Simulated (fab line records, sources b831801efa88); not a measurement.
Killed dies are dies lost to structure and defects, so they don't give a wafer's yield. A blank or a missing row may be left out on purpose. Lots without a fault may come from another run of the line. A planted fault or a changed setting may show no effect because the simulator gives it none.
fab line records | flow gf180mcu
record lots=24 wafers=72 last_day=34
route steps=602 shown M3@410 V4@481 MIM@514 PASSIVATION@599
lots that met no fault: from a run of the same line without faults
start_h: hours from the record's first day to the start of the lot's first wafer shown | wait_h: hours since the lot's step before | " the same as in the row above | L1.1+2: a row that stands for several wafers | - no value, or no start given | * or withheld: withheld | < > ~ a bound
route shown NAME@n: a module of which the file shows steps, and the number in the route of the first | usual: mean/standard deviation of fault-free wafers | same: alike in all rows | chamber/n: place in a boat | sites: the reading at each site | _std_site: their standard deviation | _edge_site: outer sites' mean less inner sites' | radius_mm: how far each site lies from the wafer's centre | mask NAME#n: copy n | behind: the tool/chamber that last shaped the wafer | hold: why the lot was held/for how many hours/how that ended | device: the transistor (n, p or np) that didn't switch | end of line: the same wafers' tests at the end of the route | a step without rows: its recipe alone | killed: dies lost to structure and defects at the first sort, not the wafer's yield | map: a wafer's dies, x killed, . not, _ none there
set.NAME: the setting as run; set.NAME@STEP: as run at that earlier step | model.NAME: the simulator's own value behind a step, which no gauge read
steps of the route over a sample of lots; a table a step, a row a wafer
services: from which hour (start_h, from the record's first day; less than 0 if before it) a tool's chamber was out of use, for how many hours, and why
## steps
# step GF_M3_SPUTTER_01
# recipe material=TiN target_thk_nm=30 power_w=6500 time_s=25 chamber_pressure_pa=0.4
# usual throttle_valve_pct=30.0/0.74
# same time_s=25
# columns lot.wafer tool chamber start_h wait_h throttle_valve_pct
L074.3 pvd_sputter-04 - 462.95 0.1 30.7
L074.5 " - " " 30.0
L074.6 " - " " 30.0
L075.1 pvd_sputter-04 - 471.29 0.1 29.9
L075.5 " - " " 30.8
L075.6 " - " " 29.6
L076.3 pvd_sputter-03 - 483.27 0.1 29.6
L076.5 " - " " 30.9
L076.6 " - " " 30.3
L077.2 pvd_sputter-02 - 488.89 0.1 29.6
L077.3 " - " " 28.9
L077.4 " - " " 28.9
L078.3 pvd_sputter-03 - 502.23 0.1 29.5
L078.4 " - " " 29.5
L078.6 " - " " 29.4
L079.2 pvd_sputter-03 - 512.60 0.1 29.4
L079.4 " - " " 30.4
L079.6 " - " " 30.5
L080.2 pvd_sputter-02 - 516.89 0.1 29.9
L080.3 " - " " 28.8
L080.4 " - " " 28.9
L081.2 pvd_sputter-03 - 527.13 0.1 30.1
L081.3 " - " " 29.6
L081.4 " - " " 30.6
L082.3 pvd_sputter-03 - 539.34 0.1 30.1
L082.4 " - " " 31.0
L082.6 " - " " 29.3
L083.1 pvd_sputter-04 - 548.09 0.1 30.2
L083.4 " - " " 30.2
L083.5 " - " " 30.8
L084.3 pvd_sputter-04 - 553.59 0.1 30.0
L084.5 " - " " 30.0
L084.6 " - " " 30.1
L085.1 pvd_sputter-04 - 563.24 0.1 30.1
L085.2 " - " " 29.9
L085.5 " - " " 30.2
L086.4 pvd_sputter-02 - 571.54 0.1 28.5
L086.5 " - " " 29.5
L086.6 " - " " 31.2
L087.1 pvd_sputter-03 - 578.63 0.1 29.7
L087.2 " - " " 29.6
L087.4 " - " " 30.7
L089.2 pvd_sputter-03 - 588.05 0.1 29.5
L089.4 " - " " 31.0
L089.6 " - " " 30.6
L088.2 pvd_sputter-02 - 594.25 0.1 31.6
L088.3 " - " " 28.9
L088.5 " - " " 29.5
L090.1 pvd_sputter-04 - 599.64 0.1 29.6
L090.4 " - " " 30.7
L090.5 " - " " 30.1
L091.1 pvd_sputter-03 - 611.71 0.1 30.5
L091.2 " - " " 31.0
L091.5 " - " " 30.9
L092.2 pvd_sputter-03 - 619.30 0.1 29.5
L092.4 " - " " 30.6
L092.5 " - " " 29.6
L093.2 pvd_sputter-03 - 620.25 0.1 30.6
L093.3 " - " " 30.3
L093.6 " - " " 30.4
L094.2 pvd_sputter-03 - 629.93 0.1 30.3
L094.5 " - " " 29.7
L094.6 " - " " 30.5
L095.1 pvd_sputter-02 - 634.28 0.1 31.4
L095.4 " - " " 29.6
L095.5 " - " " 31.5
L097.1 pvd_sputter-02 - 645.28 0.1 29.8
L097.5 " - " " 28.8
L097.6 " - " " 29.6
L096.1 pvd_sputter-02 - 648.34 0.1 29.0
L096.2 " - " " 31.5
L096.6 " - " " 31.6
# step GF_V4_BOW_MEAS_05
# recipe mode=bow
# usual V4_BOW=134/9.8
# columns lot.wafer tool chamber start_h wait_h V4_BOW[um]
L074.3 film_metro-03 - 538.16 0.2 139
L074.5 " - " " 146
L074.6 " - " " 147
L075.1 film_metro-02 - 545.47 0.1 135
L075.5 " - " " 136
L075.6 " - " " 128
L076.3 film_metro-01 - 557.95 0.2 140
L076.5 " - " " 127
L076.6 " - " " 130
L077.2 film_metro-01 - 562.16 0.2 119
L077.3 " - " " 117
L077.4 " - " " 120
L078.3 film_metro-03 - 574.09 0.1 145
L078.4 " - " " 142
L078.6 " - " " 139
L079.2 film_metro-01 - 583.95 0.2 141
L079.4 " - " " 135
L079.6 " - " " 137
L080.2 film_metro-03 - 588.26 0.2 158
L080.3 " - " " 154
L080.4 " - " " 149
L081.2 film_metro-01 - 596.19 0.2 134
L081.3 " - " " 141
L081.4 " - " " 134
L082.3 film_metro-03 - 609.19 0.2 141
L082.4 " - " " 132
L082.6 " - " " 149
L083.1 film_metro-02 - 617.05 0.2 144
L083.4 " - " " 138
L083.5 " - " " 151
L084.3 film_metro-03 - 622.08 0.2 134
L084.5 " - " " 123
L084.6 " - " " 137
L085.1 film_metro-02 - 631.30 0.2 122
L085.2 " - " " 117
L085.5 " - " " 124
L086.4 film_metro-01 - 638.02 0.3 123
L086.5 " - " " 121
L086.6 " - " " 124
L087.1 film_metro-02 - 644.12 0.2 132
L087.2 " - " " 131
L087.4 " - " " 128
L089.2 film_metro-02 - 653.43 0.1 139
L089.4 " - " " 148
L089.6 " - " " 136
L088.2 film_metro-01 - 658.92 0.2 111
L088.3 " - " " 122
L088.5 " - " " 118
L090.1 film_metro-01 - 663.93 0.2 142
L090.4 " - " " 132
L090.5 " - " " 140
L091.1 film_metro-03 - 675.23 0.3 134
L091.2 " - " " 123
L091.5 " - " " 138
L092.2 film_metro-03 - 683.07 0.1 134
L092.4 " - " " 135
L092.5 " - " " 135
L093.2 film_metro-02 - 683.64 0.2 151
L093.3 " - " " 140
L093.6 " - " " 137
L094.2 film_metro-03 - 692.60 0.2 126
L094.5 " - " " 124
L094.6 " - " " 137
L095.1 film_metro-03 - 697.47 0.2 128
L095.4 " - " " 137
L095.5 " - " " 127
L097.1 film_metro-01 - 707.05 0.2 135
L097.5 " - " " 130
L097.6 " - " " 119
L096.1 film_metro-01 - 709.33 0.2 124
L096.2 " - " " 117
L096.6 " - " " 135
# step GF_V4_OVL_MEAS_15
# usual V4_OVL=2/5.7
# columns lot.wafer tool chamber start_h wait_h V4_OVL[nm]
L074.3 overlay-01 - 560.47 0.1 -7
L074.5 " - " " -7
L074.6 " - " " -1
L075.1 overlay-02 - 567.60 0.1 -6
L075.5 " - " " -6
L075.6 " - " " -4
L076.3 overlay-01 - 579.66 0.1 -3
L076.5 " - " " -2
L076.6 " - " " -7
L077.2 overlay-01 - 583.76 0.1 1
L077.3 " - " " 6
L077.4 " - " " -2
L078.3 overlay-01 - 595.22 0.1 1
L078.4 " - " " 9
L078.6 " - " " 10
L079.2 overlay-01 - 605.61 0.1 -5
L079.4 " - " " 3
L079.6 " - " " 2
L080.2 overlay-02 - 609.31 0.1 6
L080.3 " - " " 15
L080.4 " - " " 4
L081.2 overlay-01 - 616.59 0.1 17
L081.3 " - " " 4
L081.4 " - " " 12
L082.3 overlay-02 - 630.76 0.1 -3
L082.4 " - " " -8
L082.6 " - " " -1
L083.1 overlay-02 - 637.45 0.1 -3
L083.4 " - " " 1
L083.5 " - " " -2
L084.3 overlay-02 - 642.06 0.1 5
L084.5 " - " " 7
L084.6 " - " " 13
L085.1 overlay-01 - 651.19 0.1 -2
L085.2 " - " " 5
L085.5 " - " " -3
L086.4 overlay-02 - 657.32 0.1 -6
L086.5 " - " " -2
L086.6 " - " " -3
L087.1 overlay-01 - 663.64 0.1 -1
L087.2 " - " " 1
L087.4 " - " " 3
L089.2 overlay-02 - 673.11 0.1 2
L089.4 " - " " 7
L089.6 " - " " 2
L088.2 overlay-02 - 678.56 0.1 5
L088.3 " - " " 2
L088.5 " - " " 1
L090.1 overlay-01 - 683.44 0.1 -1
L090.4 " - " " -1
L090.5 " - " " 10
L091.1 overlay-01 - 694.49 0.1 0
L091.2 " - " " 5
L091.5 " - " " 0
L092.2 overlay-02 - 701.18 0.1 0
L092.4 " - " " -9
L092.5 " - " " -4
L093.2 overlay-01 - 702.16 0.1 13
L093.3 " - " " 4
L093.6 " - " " 8
L094.2 overlay-02 - 710.94 0.1 -4
L094.5 " - " " -8
L094.6 " - " " -4
L095.1 overlay-01 - 715.75 0.1 6
L095.4 " - " " -4
L095.5 " - " " 6
L097.1 overlay-01 - 724.90 0.1 1
L097.5 " - " " 12
L097.6 " - " " -3
L096.1 overlay-01 - 726.85 0.1 4
L096.2 " - " " 1
L096.6 " - " " 0
# step GF_V4_CMP_26
# recipe stop_on=SiO2 down_force_psi=3.5 platen_rpm=60 t_overpolish_s=15 target_thk_nm=0 pad_velocity_m_s=0.94248
# usual motor_current_A=11.1/1.5 overpolish_run_s=15.000/0.0088 time_to_endpoint_s=87/4.1
# columns lot.wafer tool chamber start_h wait_h motor_current_A overpolish_run_s time_to_endpoint_s
L074.3 cmp-01 0 561.64 0.1 9.9 15.005 89
L074.6 " 2 " " 12.9 15.001 84
L074.5 " 3 " " 13.2 14.989 93
L075.1 cmp-01 3 568.79 0.1 13.0 15.005 95
L075.6 " 1 " " 10.0 15.000 89
L075.5 " 2 " " 12.8 15.009 89
L076.3 cmp-01 1 580.80 0.1 9.3 15.006 86
L076.6 " 0 " " 10.0 15.001 90
L076.5 " 1 " " 10.0 15.017 87
L077.3 cmp-01 0 584.90 0.1 10.2 15.008 90
L077.4 " 1 " " 9.8 14.997 89
L077.2 " 2 " " 12.5 15.006 84
L078.3 cmp-02 0 596.29 0.0 10.0 15.003 92
L078.4 " 3 " " 9.4 15.004 88
L078.6 " 1 " " 10.5 14.985 88
L079.4 cmp-02 3 606.73 0.0 9.1 15.010 84
L079.2 " 1 " " 10.9 15.004 85
L079.6 " 3 " " 8.7 14.995 84
L080.2 cmp-02 0 610.51 0.1 9.8 15.015 88
L080.4 " 2 " " 12.6 14.997 79
L080.3 " 3 " " 8.8 14.979 83
L081.3 cmp-01 2 617.72 0.0 12.9 15.002 83
L081.2 " 0 " " 10.0 14.997 90
L081.4 " 1 " " 9.7 15.005 86
L082.4 cmp-01 1 631.84 0.0 9.6 15.003 89
L082.3 " 3 " " 13.6 14.988 94
L082.6 " 1 " " 9.5 15.021 91
L083.4 cmp-01 1 638.61 0.1 9.7 14.995 90
L083.1 " 3 " " 12.9 14.999 96
L083.5 " 1 " " 10.0 14.995 90
L084.3 cmp-01 3 643.33 0.1 12.9 14.994 96
L084.6 " 1 " " 9.1 14.991 93
L084.5 " 2 " " 12.3 14.990 89
L085.1 cmp-01 2 652.29 0.1 12.0 14.984 91
L085.2 " 1 " " 9.4 14.984 90
L085.5 " 3 " " 12.8 14.992 97
L086.4 cmp-02 1 658.41 0.0 11.3 15.008 84
L086.5 " 1 " " 10.2 14.996 84
L086.6 " 2 " " 12.5 14.992 83
L087.4 cmp-02 0 664.79 0.0 9.7 14.996 86
L087.1 " 2 " " 12.3 15.011 81
L087.2 " 3 " " 9.0 15.005 86
L089.2 cmp-02 1 674.19 0.0 10.8 15.005 83
L089.4 " 0 " " 9.5 15.001 88
L089.6 " 1 " " 11.3 15.001 82
L088.2 cmp-01 3 679.74 0.1 13.6 14.997 92
L088.3 " 0 " " 10.0 15.003 84
L088.5 " 2 " " 12.6 15.011 82
L090.4 cmp-02 3 684.59 0.1 9.1 15.004 85
L090.1 " 0 " " 9.5 14.993 86
L090.5 " 3 " " 9.0 14.999 84
L091.1 cmp-02 2 695.69 0.1 11.8 14.995 82
L091.2 " 3 " " 8.8 14.992 84
L091.5 " 1 " " 10.2 15.013 86
L092.4 cmp-02 1 702.28 0.0 10.0 15.000 85
L092.2 " 3 " " 9.3 15.000 86
L092.5 " 2 " " 12.2 15.017 82
L093.2 cmp-01 3 703.26 0.0 14.2 15.001 87
L093.3 " 0 " " 9.9 14.999 87
L093.6 " 3 " " 13.5 15.009 92
L094.2 cmp-01 3 712.36 0.4 13.3 14.997 96
L094.6 " 3 " " 13.3 14.997 96
L094.5 " 0 " " 10.2 15.005 91
L095.1 cmp-01 3 716.94 0.1 13.2 15.008 91
L095.4 " 0 " " 10.6 14.985 87
L095.5 " 1 " " 10.0 14.996 85
L097.1 cmp-01 2 726.04 0.1 12.9 15.002 83
L097.5 " 1 " " 9.8 14.990 86
L097.6 " 2 " " 12.8 15.012 82
L096.1 cmp-01 2 727.95 0.1 12.4 14.996 85
L096.2 " 0 " " 10.3 14.996 86
L096.6 " 2 " " 12.1 14.999 83
# step GF_MIM_THK_MEAS_11
# recipe thk_meas_gauge=xrf reads=AlCu_of_MIM_SPUTTER_08
# usual MIM_ALCU_THK=203.2/2.4
# columns lot.wafer tool chamber start_h wait_h MIM_ALCU_THK[nm]
L074.3 film_metro-03 - 562.40 0.1 206.0
L074.5 " - " " 203.8
L074.6 " - " " 202.5
L075.1 film_metro-01 - 569.53 0.1 201.3
L075.5 " - " " 201.6
L075.6 " - " " 203.5
L076.3 film_metro-03 - 581.60 0.1 203.4
L076.5 " - " " 202.7
L076.6 " - " " 202.7
L077.2 film_metro-03 - 585.70 0.1 203.2
L077.3 " - " " 205.5
L077.4 " - " " 203.7
L078.3 film_metro-03 - 597.15 0.1 201.7
L078.4 " - " " 205.8
L078.6 " - " " 201.9
L079.2 film_metro-04 - 607.58 0.1 203.3
L079.4 " - " " 203.2
L079.6 " - " " 201.7
L080.2 film_metro-04 - 611.36 0.1 202.1
L080.3 " - " " 201.9
L080.4 " - " " 199.4
L081.2 film_metro-04 - 618.56 0.1 207.1
L081.3 " - " " 205.5
L081.4 " - " " 207.7
L082.3 film_metro-04 - 632.70 0.1 203.9
L082.4 " - " " 204.8
L082.6 " - " " 203.9
L083.1 film_metro-04 - 639.40 0.1 206.9
L083.4 " - " " 203.7
L083.5 " - " " 205.8
L084.3 film_metro-01 - 644.09 0.1 205.5
L084.5 " - " " 203.5
L084.6 " - " " 204.8
L085.1 film_metro-01 - 653.12 0.1 200.8
L085.2 " - " " 201.7
L085.5 " - " " 201.6
L086.4 film_metro-01 - 659.33 0.1 204.5
L086.5 " - " " 202.8
L086.6 " - " " 204.0
L087.1 film_metro-03 - 665.63 0.1 201.1
L087.2 " - " " 200.4
L087.4 " - " " 200.5
L089.2 film_metro-03 - 675.06 0.1 200.2
L089.4 " - " " 200.5
L089.6 " - " " 202.8
L088.2 film_metro-04 - 680.49 0.1 206.6
L088.3 " - " " 205.3
L088.5 " - " " 207.8
L090.1 film_metro-04 - 685.37 0.1 205.0
L090.4 " - " " 203.0
L090.5 " - " " 204.8
L091.1 film_metro-03 - 696.48 0.1 201.4
L091.2 " - " " 202.4
L091.5 " - " " 200.8
L092.2 film_metro-04 - 703.12 0.1 205.3
L092.4 " - " " 205.1
L092.5 " - " " 206.5
L093.2 film_metro-03 - 704.13 0.1 198.3
L093.3 " - " " 199.1
L093.6 " - " " 198.5
L094.2 film_metro-04 - 713.20 0.1 204.2
L094.5 " - " " 205.0
L094.6 " - " " 206.3
L095.1 film_metro-04 - 717.68 0.1 205.5
L095.4 " - " " 205.2
L095.5 " - " " 203.4
L097.1 film_metro-01 - 726.83 0.1 198.1
L097.5 " - " " 201.4
L097.6 " - " " 201.7
L096.1 film_metro-01 - 728.78 0.1 198.9
L096.2 " - " " 201.9
L096.6 " - " " 199.0
# step GF_PASSIVATION_STRIP_12
# recipe chemistry=O2/N2 power_w=1400 pressure_mtorr=1500 platen_temp_c=250 o2_flow_sccm=3000 n2_flow_sccm=300 overash_fraction=0.5
# usual drypump_motor_current_A=5.7/0.38 heater_power_w=355/37 n2_flow_sccm=300.0/0.87 oes_product_au=0.719/0.0043 strip_time_to_endpoint_s=34.76/0.25
# columns lot.wafer tool chamber start_h wait_h drypump_motor_current_A heater_power_w n2_flow_sccm oes_product_au rf_hours_counter_h strip_time_to_endpoint_s
L074.3 plasma_asher-04 1 669.80 0.2 5.7 384 298.9 0.727 - 34.53
L074.5 " 1 " " 5.7 381 299.3 0.719 - 34.98
L074.6 " 0 " " 5.2 415 301.1 0.714 - 34.52
L075.1 plasma_asher-03 0 676.26 0.1 6.4 358 300.5 0.719 58 35.02
L075.5 " 1 " " 5.6 318 300.1 0.709 - 34.91
L075.6 " 0 " " 6.4 354 300.1 0.712 - 34.94
L076.3 plasma_asher-04 1 688.34 0.2 5.7 385 299.7 0.720 - 34.83
L076.5 " 0 " " 5.2 430 300.0 0.720 - 34.63
L076.6 " 1 " " 5.7 379 299.4 0.718 - 34.72
L077.2 plasma_asher-02 1 690.91 0.1 6.0 354 299.4 0.719 98 34.85
L077.3 " 1 " " 6.0 358 299.8 0.722 - 34.64
L077.4 " 0 " " 5.6 309 301.0 0.715 - 34.78
L078.3 plasma_asher-04 1 699.44 0.2 5.7 379 300.2 0.717 - 34.50
L078.4 " 0 " " 5.1 417 300.2 0.717 - 34.94
L078.6 " 1 " " 5.8 385 299.9 0.726 - 34.38
L079.2 plasma_asher-03 1 709.16 0.1 5.6 300 300.0 0.717 61 35.37
L079.4 " 0 " " 6.4 356 298.5 0.717 - 34.83
L079.6 " 1 " " 5.6 302 299.5 0.713 - 35.40
L080.2 plasma_asher-03 1 712.23 0.2 5.6 304 299.4 0.721 61 34.84
L080.3 " 1 " " 5.5 314 299.3 0.722 - 34.69
L080.4 " 0 " " 6.4 349 300.0 0.718 - 34.75
L081.2 plasma_asher-03 1 720.26 0.1 5.6 303 299.3 0.723 62 34.70
L081.3 " 1 " " 5.6 311 299.1 0.719 - 34.39
L081.4 " 0 " " 6.4 353 300.8 0.720 - 34.62
L082.3 plasma_asher-04 0 731.54 0.2 5.2 423 300.7 0.719 - 34.59
L082.4 " 1 " " 5.7 386 300.6 0.713 - 34.80
L082.6 " 1 " " 5.7 380 300.3 0.718 - 34.20
L083.1 plasma_asher-03 1 737.86 0.1 5.6 309 300.2 0.722 64 34.35
L083.4 " 1 " " 5.6 303 301.5 0.716 - 34.93
L083.5 " 0 " " 6.4 353 300.8 0.724 - 34.78
L084.3 plasma_asher-02 1 741.24 0.2 6.0 357 301.5 0.722 - 34.99
L084.5 " 0 " " 5.6 321 300.3 0.723 - 34.87
L084.6 " 1 " " 6.0 343 300.7 0.717 - 34.96
L085.1 plasma_asher-04 0 747.41 0.1 5.1 420 298.8 0.713 1 35.28
L085.2 " 1 " " 5.7 369 300.2 0.723 1 34.96
L085.5 " 0 " " 5.1 405 298.5 0.725 - 35.10
L086.4 plasma_asher-02 0 755.10 0.2 5.6 308 301.1 0.717 - 34.86
L086.5 " 0 " " 5.6 313 300.6 0.718 - 34.67
L086.6 " 1 " " 6.0 352 299.2 0.720 - 34.91
L087.1 plasma_asher-02 1 760.01 0.1 6.0 350 297.2 0.715 105 34.52
L087.2 " 0 " " 5.6 321 299.2 0.726 105 34.25
L087.4 " 0 " " 5.6 312 298.0 0.728 - 34.32
L089.2 plasma_asher-02 1 766.21 0.1 6.0 347 299.1 0.717 106 34.75
L089.4 " 1 " " 6.0 347 299.8 0.717 - 35.20
L089.6 " 1 " " 6.1 351 300.3 0.725 - 34.91
L088.2 plasma_asher-03 1 774.17 0.1 5.6 320 300.3 0.725 68 34.84
L088.3 " 0 " " 6.4 354 299.1 0.719 - 34.48
L088.5 " 0 " " 6.4 354 300.0 0.711 - 34.83
L090.1 plasma_asher-04 1 778.00 0.1 5.7 374 299.7 0.719 4 34.79
L090.4 " 1 " " 5.7 377 299.6 0.719 - 35.03
L090.5 " 0 " " 5.1 393 299.4 0.728 - 34.90
L091.1 plasma_asher-02 0 784.75 0.1 5.6 324 299.6 0.724 109 34.42
L091.2 " 1 " " 6.0 354 299.2 0.720 109 34.54
L091.5 " 0 " " 5.6 310 298.5 0.718 - 34.74
L092.2 plasma_asher-02 0 792.86 0.1 5.6 306 300.9 0.719 109 34.58
L092.4 " 1 " " 6.0 355 300.5 0.717 - 34.47
L092.5 " 0 " " 5.6 311 301.2 0.714 - 34.50
L093.2 plasma_asher-03 0 793.17 0.1 6.4 350 301.2 0.722 70 35.12
L093.3 " 0 " " 6.4 353 299.7 0.721 - 34.93
L093.6 " 1 " " 5.6 304 299.6 0.721 - 34.86
L094.2 plasma_asher-04 1 798.36 0.1 5.7 375 298.2 0.722 6 34.32
L094.5 " 1 " " 5.8 373 299.3 0.720 - 34.95
L094.6 " 0 " " 5.1 398 301.2 0.713 - 34.22
L095.1 plasma_asher-04 0 802.52 0.1 5.2 412 299.8 0.718 7 34.69
L095.4 " 1 " " 5.7 365 300.6 0.726 - 34.93
L095.5 " 0 " " 5.2 399 300.2 0.715 - 34.68
L097.1 plasma_asher-04 1 810.91 0.1 5.7 382 300.0 0.716 7 34.53
L097.5 " 1 " " 5.7 377 300.4 0.722 - 34.70
L097.6 " 0 " " 5.2 412 301.2 0.720 - 34.84
L096.1 plasma_asher-02 1 812.56 0.1 6.0 355 298.8 0.717 111 34.98
L096.2 " 0 " " 5.6 318 300.8 0.720 111 34.56
L096.6 " 1 " " 6.1 346 300.8 0.730 - 34.94
## services
# columns tool chamber start_h hours kind
plasma_asher-02 - 439.13 2.3 repair
cmp-01 - 485.57 0.7 repair
pvd_sputter-03 - 516.22 4.9 repair
cmp-02 - 558.85 7.6 repair
cmp-01 - 575.56 2.0 repair
cmp-02 - 576.88 4.0 pm
plasma_asher-02 - 588.20 5.2 repair
plasma_asher-04 - 599.27 4.2 repair
cmp-02 - 614.46 3.8 pm
cmp-02 - 618.27 14.7 pm
pvd_sputter-03 - 634.79 1.3 repair
cmp-02 - 636.52 5.0 repair
plasma_asher-02 - 669.04 13.1 repair
cmp-01 - 693.28 0.9 repair
cmp-02 - 703.05 33.9 repair
cmp-02 - 730.49 7.1 repair
plasma_asher-04 - 733.75 9.0 pm
cmp-01 - 734.44 4.0 pm
cmp-01 - 738.44 5.9 pm
cmp-01 - 760.39 2.3 repair
cmp-01 - 770.24 2.7 pm
cmp-01 - 775.46 2.2 repair
pvd_sputter-03 - 777.64 4.2 repair
pvd_sputter-03 - 787.19 5.4 repair
## key
fault none
